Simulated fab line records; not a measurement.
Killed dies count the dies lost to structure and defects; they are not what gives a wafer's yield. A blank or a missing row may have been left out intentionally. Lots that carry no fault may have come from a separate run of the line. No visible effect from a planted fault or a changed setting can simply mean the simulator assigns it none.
Which tool is to blame? ; flow sky130 ; 30 wafers from 10 lots sampled at 3 of the route's 708 steps

== WHAT THE GAUGES READ, wafer by wafer ==
SKY_CAPM_THK_MEAS_01.
lot;measured;on;CAPM_CVD_00_THK (nm)
L535;day 36 22:23;film-metro-04;15.18 15.58 15.65
L534;day 37 07:23;film-metro-02;15.72 15.83 15.78
L536;day 37 08:19;film-metro-03;15.60 15.32 15.89
L539;day 39 04:34;film-metro-04;15.49 15.58 15.45
L543;day 39 18:13;film-metro-03;15.45 15.36 15.63
L545;day 40 09:53;film-metro-04;15.48 15.56 15.69
L546;day 40 16:01;film-metro-02;15.35 15.40 15.52
L547;day 40 22:52;film-metro-02;15.52 15.49 12.52
L548;day 41 05:03;film-metro-04;15.38 15.84 15.48
L549;day 41 08:29;film-metro-04;12.46 15.75 15.63

== TOOL THAT RAN EACH LOT (tool first, then ch and the chambers of the sampled wafers, then the start) ==
lot;SKY_CONTACT_ETCH_16;SKY_CAPM_CVD_00
L535;rie-diel-04 ch 1,2,3, day 32 05:07;pecvd-02 ch 0,2, day 36 22:22
L534;rie-diel-04 ch 0,1, day 32 11:04;pecvd-03 ch 1,2, day 37 07:20
L536;rie-diel-01 ch 0,2, day 32 14:32;pecvd-02 ch 0,1,2, day 37 08:17
L539;rie-diel-04 ch 0,1, day 34 12:29;pecvd-02 ch 0,1, day 39 04:32
L543;rie-diel-02 ch 0,1,2, day 35 02:32;pecvd-02 ch 1,2, day 39 18:11
L545;rie-diel-01 ch 0,2,3, day 35 19:19;pecvd-02 ch 0,1, day 40 09:52
L546;rie-diel-04 ch 0,1,3, day 36 00:53;pecvd-02 ch 0,1,2, day 40 15:59
L547;rie-diel-02 ch 0,3, day 36 08:56;pecvd-02 ch 1,2, day 40 22:50
L548;rie-diel-01 ch 0,1, day 36 17:17;pecvd-01 ch 0,1,2, day 41 05:00
L549;rie-diel-04 ch 0,3, day 36 19:40;pecvd-02 ch 1,2, day 41 08:27
- SKY_CONTACT_ETCH_16: etches BARC in N2/H2, stops on SiO2, time 45.9 s, target depth 60 nm.
- SKY_CAPM_CVD_00: deposits SiO2, target thk 15.5 nm.

== THE ANSWER, worked out from the rows above alone ==
Rule: the usual values come from the lots themselves. Put in order of their means at a reading, lots are off if they are a third of the lots or fewer, leave a main group of 4 or more, and stand apart from it by a gap of 3 or more times the standard deviation of the main group's means; of several such gaps the widest counts. If all means in a main group match to the digits the tables above print for the reading, that group is not used. A lot without any number at a reading at which 4 lots or more have one is off too. The other lots that the step has rows for count as sound.
Off: L547, L549, seen at SKY_CAPM_THK_MEAS_01 (CAPM_CVD_00_THK). The main group: mean 15.55 nm, standard deviation 0.1.
A tool fits if, at a process step before that reading, it ran every lot that is off, and no sound lot after the first of them. Gauges at SKY_CAPM_THK_MEAS_01: tried the same way as those tools. One fits: pecvd-02 at SKY_CAPM_CVD_00. Its last sound lot is L546 (day 40 15:59), its first lot that is off L547 (day 40 22:50): a fault that began between those two fits.

== WHAT WAS PUT IN BY THE SIMULATOR ==
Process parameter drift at SKY_CAPM_CVD_00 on pecvd-02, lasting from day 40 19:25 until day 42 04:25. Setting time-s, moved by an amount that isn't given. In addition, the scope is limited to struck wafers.
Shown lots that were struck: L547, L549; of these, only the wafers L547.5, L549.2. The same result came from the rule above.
